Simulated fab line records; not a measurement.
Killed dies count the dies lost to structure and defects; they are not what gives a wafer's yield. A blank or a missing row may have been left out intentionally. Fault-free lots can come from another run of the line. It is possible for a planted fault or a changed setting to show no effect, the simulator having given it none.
fab line records | flow sky130
record: lots: 6 | wafers: 18 | last_day: 50
route steps=708 shown LDD_N@247 LDD_P@255 PAD_OPEN@708
lots that met no fault: taken from a fault-free run of the same line
start_h: start of the lot's first displayed wafer, in hours after the record's first day | wait_h: time in hours since the lot's previous step | " unchanged from the row above | L1.1+2: a single row standing in for several wafers | - no value present, or no start provided | * or withheld: withheld | < > ~ a bound
route shown NAME@n: a module of which the file shows steps, and the number in the route of the first | usual: the fault-free wafers' mean and standard deviation | same: alike in all rows | chamber/n: place in a boat | sites: per-site readings | _std_site: the standard deviation of these | _edge_site: outer sites' mean less inner sites' | radius_mm: for every site, how far away it sits from the centre of the wafer | mask NAME#n: copy n | behind: tool/chamber where the wafer was last shaped | hold: the reason the lot was held/the length of the hold in hours/how it ended | device: the transistor (n, p or np) that didn't switch | end of line: tests run on the same wafers once the route is complete | a step given without rows: its recipe and nothing more | killed: dies lost to structure and defects at the first sort, not the wafer's yield | map: dies across one wafer; x = killed, . = not, _ = none there
set.NAME: the setting the step ran with; set.NAME@STEP: the setting that earlier step ran with | model.NAME: the simulator's own value behind a step, which no gauge read
lots at some steps of the route; a table a step, a row a wafer
services: from which hour (start_h, from the record's first day; less than 0 if before it) a tool's chamber was out of use, for how many hours, and why
== steps ==
step: SKY_LDD_N_IMPLANT_10
recipe: species: As | energy_kev: 20 | dose_cm2: 7.5e+13 | tilt_deg: withheld | rotation_deg: 203
step: SKY_LDD_N_IMPLANT_11
recipe: species: As | energy_kev: 20 | dose_cm2: 7.629e+13 | tilt_deg: withheld | rotation_deg: 293
step: SKY_LDD_N_IMPLANT_12
recipe: species: BF2 | energy_kev: 50 | dose_cm2: 5e+12 | tilt_deg: 30 | rotation_deg: 0
step: SKY_LDD_N_IMPLANT_13
recipe: species: BF2 | energy_kev: 50 | dose_cm2: 5e+12 | tilt_deg: 30 | rotation_deg: 90
step: SKY_LDD_N_IMPLANT_14
recipe: species: BF2 | energy_kev: 50 | dose_cm2: 5e+12 | tilt_deg: 30 | rotation_deg: 180
step: SKY_LDD_N_IMPLANT_15
recipe: species: BF2 | energy_kev: 50 | dose_cm2: 5e+12 | tilt_deg: 30 | rotation_deg: 270
step: SKY_LDD_N_STRIP_16
recipe: chemistry: O2/N2 | power_w: 1400 | pressure_mtorr: 1500 | platen_temp_c: withheld | o2_flow_sccm: 3000 | n2_flow_sccm: 300 | overash_fraction: 0.5
usual: drypump_motor_current_A: 6.0/0.42 | n2_flow_sccm: 300.2/0.92 | oes_product_au: 0.407/0.0044 | strip_time_to_endpoint_s: 4.318/0.015
lot.wafer | tool            | chamber | start_h | wait_h | drypump_motor_current_A | n2_flow_sccm | oes_product_au | rf_hours_counter_h | strip_time_to_endpoint_s
L494.1    | plasma_asher-02 | 0       | 434.41  | 0.1    | 6.2                     | 299.9        | 0.415          | 58                 | 4.340
L494.4    | "               | 0       | "       | "      | 6.2                     | 300.2        | 0.412          | -                  | 4.335
L494.5    | "               | 0       | "       | "      | 6.2                     | 300.7        | 0.407          | -                  | 4.335
L495.3    | plasma_asher-04 | 1       | 444.58  | 0.1    | 5.4                     | 300.7        | 0.405          | -                  | 4.331
L495.4    | "               | 0       | "       | "      | 5.5                     | 300.6        | 0.407          | -                  | 4.327
L495.5    | "               | 0       | "       | "      | 5.5                     | 300.0        | 0.411          | -                  | 4.308
L507.1    | plasma_asher-04 | 0       | 551.20  | 0.1    | 5.5                     | 299.3        | 0.407          | 43                 | 4.331
L507.2    | "               | 1       | "       | "      | 5.4                     | 299.9        | 0.407          | 43                 | 4.308
L507.5    | "               | 0       | "       | "      | 5.5                     | 300.1        | 0.407          | -                  | 4.325
L509.1    | plasma_asher-04 | 1       | 569.45  | 0.1    | 5.4                     | 300.5        | 0.403          | 45                 | 4.307
L509.5    | "               | 0       | "       | "      | 5.5                     | 300.0        | 0.405          | -                  | 4.313
L509.6    | "               | 1       | "       | "      | 5.4                     | 300.4        | 0.404          | -                  | 4.303
L512.1    | plasma_asher-02 | 0       | 590.45  | 0.1    | 6.2                     | 301.8        | 0.403          | 73                 | 4.311
L512.3    | "               | 1       | "       | "      | 6.0                     | 300.6        | 0.402          | -                  | 4.303
L512.4    | "               | 0       | "       | "      | 6.2                     | 300.7        | 0.410          | -                  | 4.318
L513.2    | plasma_asher-03 | 1       | 600.86  | 0.1    | 6.3                     | 300.9        | 0.403          | 91                 | 4.329
L513.3    | "               | 1       | "       | "      | 6.3                     | 301.2        | 0.401          | -                  | 4.313
L513.6    | "               | 0       | "       | "      | 6.6                     | 300.0        | 0.407          | -                  | 4.310
step: SKY_LDD_N_TW_MEAS_17
usual: LDD_N_TW: 2567/24
lot.wafer | tool          | chamber | start_h | wait_h | LDD_N_TW
L494.1    | film_metro-01 | -       | 434.51  | 0.1    | 2563
L494.4    | "             | -       | "       | "      | 2560
L494.5    | "             | -       | "       | "      | 2560
L495.3    | film_metro-03 | -       | 444.67  | 0.1    | 2533
L495.4    | "             | -       | "       | "      | 2531
L495.5    | "             | -       | "       | "      | 2535
L507.1    | film_metro-01 | -       | 551.30  | 0.1    | 2567
L507.2    | "             | -       | "       | "      | 2569
L507.5    | "             | -       | "       | "      | 2573
L509.1    | film_metro-03 | -       | 569.55  | 0.1    | 2524
L509.5    | "             | -       | "       | "      | 2516
L509.6    | "             | -       | "       | "      | 2520
L512.1    | film_metro-01 | -       | 590.55  | 0.1    | 2584
L512.3    | "             | -       | "       | "      | 2584
L512.4    | "             | -       | "       | "      | 2591
L513.2    | film_metro-03 | -       | 600.97  | 0.1    | 2556
L513.3    | "             | -       | "       | "      | 2548
L513.6    | "             | -       | "       | "      | 2559
step: SKY_LDD_P_DEHYDRATE_00
recipe: temp_c: 200 | time_s: 60
step: SKY_LDD_P_HMDS_01
recipe: prime_time_s: 60 | prime_temp_c: 120
step: SKY_LDD_P_COAT_02
recipe: resist: NOVOLAK | spin_rpm: 3000 | resist_thk_nm: 1140
step: SKY_LDD_P_SOFTBAKE_03
recipe: temp_c: 90 | time_s: 60 | resist: NOVOLAK
step: SKY_LDD_P_EXPOSE_04
recipe: mask_id: PSDM | na: 0.6 | source_shape: conventional | sigma_outer: 0.6 | polarization: unpolarized | target_cd_nm: 380 | dose_mj: 138
same: sigma_outer: 0.6
lot.wafer  | tool             | chamber | start_h | wait_h | mask
L494.1+4+5 | iline_stepper-01 | 0       | 449.40  | -      | PSDM#0
L495.3+4+5 | iline_stepper-01 | 0       | 461.24  | -      | PSDM#0
L507.1+2+5 | iline_stepper-01 | 0       | 566.47  | -      | PSDM#0
L509.1+5+6 | iline_stepper-02 | 0       | 584.12  | -      | PSDM#0
L512.1+3+4 | iline_stepper-01 | 0       | 604.40  | -      | PSDM#0
L513.2+3+6 | iline_stepper-02 | 0       | 614.76  | -      | PSDM#0
step: SKY_LDD_P_PEB_05
recipe: temp_c: withheld | time_s: * | resist: NOVOLAK
step: SKY_LDD_P_DEVELOP_06
recipe: resist: NOVOLAK | developer: TMAH | develop_time_s: 60 | dev_temp_c: 23
step: SKY_LDD_P_CD_MEAS_07
recipe: target_cd_nm: 380
usual: cd_nm: 380.3/2.3
lot.wafer | tool      | chamber | start_h | wait_h | cd_nm
L494.1    | cd_sem-01 | -       | 465.47  | 0.1    | 370.4
L494.4    | "         | -       | "       | "      | 380.0
L494.5    | "         | -       | "       | "      | 371.4
L495.3    | cd_sem-02 | -       | 476.11  | 0.1    | 372.1
L495.4    | "         | -       | "       | "      | 373.0
L495.5    | "         | -       | "       | "      | 374.4
L507.1    | cd_sem-02 | -       | 580.37  | 0.1    | 382.7
L507.2    | "         | -       | "       | "      | 383.1
L507.5    | "         | -       | "       | "      | 383.8
L509.1    | cd_sem-02 | -       | 597.97  | 0.1    | 378.9
L509.5    | "         | -       | "       | "      | 380.0
L509.6    | "         | -       | "       | "      | 377.7
L512.1    | cd_sem-02 | -       | 617.47  | 0.1    | 382.3
L512.3    | "         | -       | "       | "      | 383.0
L512.4    | "         | -       | "       | "      | 382.7
L513.2    | cd_sem-02 | -       | 628.79  | 0.1    | 376.6
L513.3    | "         | -       | "       | "      | 378.4
L513.6    | "         | -       | "       | "      | 380.5
step: SKY_LDD_P_OVL_MEAS_08
usual: LDD_P_OVL: 0.8/1.3
lot.wafer | tool       | chamber | start_h | wait_h | LDD_P_OVL[nm]
L494.1    | overlay-02 | -       | 465.59  | 0.1    | 1.7
L494.4    | "          | -       | "       | "      | -0.1
L494.5    | "          | -       | "       | "      | -0.5
L495.3    | overlay-02 | -       | 476.20  | 0.1    | 0.1
L495.4    | "          | -       | "       | "      | 1.6
L495.5    | "          | -       | "       | "      | 0.7
L507.1    | overlay-01 | -       | 580.49  | 0.1    | -0.3
L507.2    | "          | -       | "       | "      | -0.3
L507.5    | "          | -       | "       | "      | -1.1
L509.1    | overlay-02 | -       | 598.09  | 0.1    | 2.2
L509.5    | "          | -       | "       | "      | 2.2
L509.6    | "          | -       | "       | "      | 0.4
L512.1    | overlay-02 | -       | 617.59  | 0.1    | 3.1
L512.3    | "          | -       | "       | "      | 2.1
L512.4    | "          | -       | "       | "      | 1.7
L513.2    | overlay-02 | -       | 628.89  | 0.1    | 1.1
L513.3    | "          | -       | "       | "      | 1.5
L513.6    | "          | -       | "       | "      | 0.9
step: SKY_PAD_OPEN_PROBE_99
usual: killed_at_M0_to_M3: 44/7.1 | killed_at_M4_up: 3/1.6 | killed_at_contacts: 24/5.4 | killed_at_front_end: 15/4.7 | killed_at_other: 0.3/0.51 | killed_dies: 87/9.9 | killed_open: 48/7.6 | killed_short: 39/6.3
same: gross_dies: 492 | killed_at_back_side: 0
lot.wafer | tool      | chamber | start_h | wait_h | killed_at_M0_to_M3 | killed_at_M4_up | killed_at_contacts | killed_at_front_end | killed_at_other | killed_dies | killed_open | killed_short
L494.1    | prober-02 | -       | 1093.54 | 0.1    | 47                 | 6               | 22                 | 10                  | 0               | 85          | 50          | 35
L494.4    | prober-02 | -       | 1093.69 | 0.2    | 55                 | 3               | 30                 | 17                  | 0               | 105         | 53          | 52
L494.5    | prober-02 | -       | 1093.74 | 0.2    | 33                 | 3               | 28                 | 14                  | 0               | 78          | 40          | 38
L495.3    | prober-01 | -       | 1104.60 | 0.2    | 46                 | 2               | 12                 | 15                  | 0               | 75          | 50          | 25
L495.4    | prober-01 | -       | 1104.65 | 0.2    | 50                 | 1               | 28                 | 12                  | 0               | 91          | 52          | 39
L495.5    | prober-01 | -       | 1104.70 | 0.2    | 41                 | 1               | 25                 | 14                  | 0               | 81          | 45          | 36
L507.1    | prober-02 | -       | 1165.20 | 0.1    | 47                 | 4               | 23                 | 23                  | 0               | 97          | 56          | 41
L507.2    | prober-02 | -       | 1165.25 | 0.1    | 51                 | 7               | 20                 | 15                  | 0               | 93          | 47          | 46
L507.5    | prober-02 | -       | 1165.40 | 0.2    | 33                 | 5               | 22                 | 7                   | 0               | 67          | 35          | 32
L509.1    | prober-02 | -       | 1179.46 | 0.1    | 50                 | 2               | 21                 | 10                  | 1               | 84          | 43          | 41
L509.5    | prober-02 | -       | 1179.66 | 0.2    | 47                 | 2               | 29                 | 14                  | 0               | 92          | 64          | 28
L509.6    | prober-02 | -       | 1179.71 | 0.2    | 24                 | 4               | 20                 | 10                  | 1               | 59          | 29          | 30
L512.1    | prober-01 | -       | 1191.49 | 0.1    | 38                 | 5               | 18                 | 14                  | 0               | 75          | 42          | 33
L512.3    | prober-01 | -       | 1191.59 | 0.2    | 48                 | 5               | 17                 | 9                   | 0               | 79          | 44          | 35
L512.4    | prober-01 | -       | 1191.64 | 0.2    | 35                 | 3               | 27                 | 11                  | 0               | 76          | 43          | 33
L513.2    | prober-02 | -       | 1196.29 | 0.1    | 50                 | 3               | 19                 | 7                   | 1               | 80          | 45          | 35
L513.3    | prober-02 | -       | 1196.34 | 0.2    | 44                 | 1               | 18                 | 18                  | 0               | 81          | 45          | 36
L513.6    | prober-02 | -       | 1196.49 | 0.2    | 48                 | 5               | 38                 | 12                  | 0               | 103         | 51          | 52
killed by level:class
L494.1 VIA2:geometric_particle:open=10 VIA1:geometric_particle:open=9 LI_CONTACT:geometric_particle:open=7 LOCAL_INTERCONNECT:geometric_particle:short=7 METAL2:geometric_particle:short=6 VIA3:geometric_particle:open=5 POLY_GATE:geometric_particle:open=4 VIA1:geometric_particle:short=4
L494.4 VIA1:geometric_particle:open=12 LI_CONTACT:geometric_particle:open=10 CONTACT:geometric_particle:open=9 VIA1:geometric_particle:short=8 VIA3:geometric_particle:open=8 CONTACT:geometric_particle:short=6 METAL3:geometric_particle:short=6 VIA3:geometric_particle:short=6
L494.5 CONTACT:geometric_particle:open=10 VIA2:geometric_particle:open=8 LI_CONTACT:geometric_particle:open=7 VIA3:geometric_particle:short=6 VIA3:geometric_particle:open=5 FIELD_ISO:geometric_particle:short=4 FIELD_ISO:geometric_particle:open=4 LI_CONTACT:geometric_particle:short=4
L495.3 VIA1:geometric_particle:open=11 VIA2:geometric_particle:open=9 LI_CONTACT:geometric_particle:open=6 VIA3:geometric_particle:open=5 CONTACT:geometric_particle:open=5 METAL1:geometric_particle:short=5 POLY_GATE:geometric_particle:open=4 VIA3:geometric_particle:short=4
L495.4 VIA1:geometric_particle:open=13 CONTACT:geometric_particle:open=12 METAL1:geometric_particle:short=8 LI_CONTACT:geometric_particle:open=6 VIA2:geometric_particle:open=6 LOCAL_INTERCONNECT:geometric_particle:short=5 POLY_GATE:geometric_particle:open=4 CONTACT:geometric_particle:short=4
L495.5 LI_CONTACT:geometric_particle:open=10 VIA1:geometric_particle:open=8 VIA3:geometric_particle:open=7 POLY_GATE:geometric_particle:open=6 CONTACT:geometric_particle:open=6 VIA1:geometric_particle:short=6 METAL2:geometric_particle:short=5 VIA2:geometric_particle:open=5
L507.1 VIA1:geometric_particle:open=11 VIA2:geometric_particle:open=10 CONTACT:geometric_particle:open=9 FIELD_ISO:geometric_particle:open=8 LI_CONTACT:geometric_particle:open=6 VIA1:geometric_particle:short=6 FIELD_ISO:geometric_particle:short=5 POLY_GATE:geometric_particle:short=5
L507.2 VIA1:geometric_particle:open=10 METAL1:geometric_particle:short=9 VIA2:geometric_particle:open=8 FIELD_ISO:geometric_particle:open=7 CONTACT:geometric_particle:open=7 METAL2:geometric_particle:short=6 METAL4:geometric_particle:short=6 VIA3:geometric_particle:open=6
L507.5 CONTACT:geometric_particle:open=10 METAL2:geometric_particle:short=7 LI_CONTACT:geometric_particle:open=6 VIA3:geometric_particle:short=5 METAL4:geometric_particle:short=5 POLY_GATE:geometric_particle:open=4 VIA1:geometric_particle:open=3 CONTACT:geometric_particle:short=3
L509.1 VIA1:geometric_particle:open=11 VIA2:geometric_particle:open=8 METAL1:geometric_particle:short=7 VIA1:geometric_particle:short=7 LI_CONTACT:geometric_particle:open=6 LOCAL_INTERCONNECT:geometric_particle:short=6 VIA3:geometric_particle:open=5 FIELD_ISO:geometric_particle:short=4
L509.5 LI_CONTACT:geometric_particle:open=15 VIA1:geometric_particle:open=12 CONTACT:geometric_particle:open=10 METAL2:geometric_particle:short=7 VIA2:geometric_particle:open=6 VIA3:geometric_particle:open=5 POLY_GATE:geometric_particle:short=4 VIA1:geometric_particle:short=4
L509.6 CONTACT:geometric_particle:open=7 CONTACT:geometric_particle:short=6 VIA2:geometric_particle:open=6 LOCAL_INTERCONNECT:geometric_particle:short=5 VIA1:geometric_particle:open=4 VIA3:geometric_particle:short=4 FIELD_ISO:geometric_particle:short=3 POLY_GATE:geometric_particle:short=3
L512.1 VIA1:geometric_particle:open=16 LI_CONTACT:geometric_particle:open=10 METAL1:geometric_particle:short=6 FIELD_ISO:geometric_particle:open=5 METAL4:geometric_particle:short=5 FIELD_ISO:geometric_particle:short=4 POLY_GATE:geometric_particle:open=3 CONTACT:geometric_particle:open=3
L512.3 VIA1:geometric_particle:open=11 LI_CONTACT:geometric_particle:open=7 METAL1:geometric_particle:short=7 VIA1:geometric_particle:short=7 CONTACT:geometric_particle:open=6 VIA2:geometric_particle:open=6 METAL2:geometric_particle:short=5 VIA3:geometric_particle:open=4
L512.4 CONTACT:geometric_particle:open=10 LI_CONTACT:geometric_particle:open=7 VIA1:geometric_particle:open=7 CONTACT:geometric_particle:short=6 VIA3:geometric_particle:open=5 METAL3:geometric_particle:short=5 VIA2:geometric_particle:open=4 FIELD_ISO:geometric_particle:short=3
L513.2 LI_CONTACT:geometric_particle:open=9 METAL3:geometric_particle:short=9 VIA1:geometric_particle:open=9 VIA3:geometric_particle:open=7 METAL1:geometric_particle:short=6 CONTACT:geometric_particle:open=6 VIA2:geometric_particle:open=5 METAL1:geometric_particle:open=4
L513.3 METAL2:geometric_particle:short=10 VIA1:geometric_particle:open=10 LI_CONTACT:geometric_particle:open=7 CONTACT:geometric_particle:open=7 FIELD_ISO:geometric_particle:open=6 FIELD_ISO:geometric_particle:short=6 VIA3:geometric_particle:short=6 VIA2:geometric_particle:short=5
L513.6 CONTACT:geometric_particle:open=12 LI_CONTACT:geometric_particle:open=10 VIA1:geometric_particle:open=9 CONTACT:geometric_particle:short=8 METAL2:geometric_particle:short=8 METAL1:geometric_particle:short=7 POLY_GATE:geometric_particle:short=6 VIA2:geometric_particle:open=6
== services ==
tool             | chamber | start_h | hours | kind
iline_stepper-01 | -       | 427.42  | 1.7   | pm
iline_stepper-01 | -       | 435.26  | 2.8   | repair
plasma_asher-03  | -       | 437.57  | 1.1   | repair
plasma_asher-03  | -       | 442.62  | 6.7   | repair
plasma_asher-03  | -       | 466.06  | 1.7   | repair
iline_stepper-02 | -       | 530.69  | 1.7   | pm
plasma_asher-03  | -       | 532.71  | 5.9   | repair
iline_stepper-02 | -       | 549.35  | 3.4   | repair
iline_stepper-01 | -       | 573.88  | 5.5   | repair
iline_stepper-01 | -       | 605.23  | 1.5   | repair
== key ==
first_sign: step: SKY_LDD_P_CD_MEAS_07 | reading: cd_nm | direction: down | sigmas: 2.9 | usual: 380.3 | struck: 373.5 | wafers_moved: 5
effect none on later readings
met_at SKY_LDD_P_EXPOSE_04
struck_wafers L494.1,L494.4,L494.5,L495.3,L495.4,L495.5
tester_left_out L494,L495
fault: kind: process_parameter_drift | tool: iline_stepper-01 | chamber: - | onset_h: 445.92 | steps: SKY_LDD_P_EXPOSE_04 | channel: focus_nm | offset: 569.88 | spread_by_wafer: 0.3 | shape: step | end_h: 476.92
tester_left_out: of these lots the tester's yield and bins aren't shown, on N5 and GAA mostly nor the transistor test; their killed dies are dies lost to structure and defects alone, not to doping, threshold or leakage, so they don't give the yield
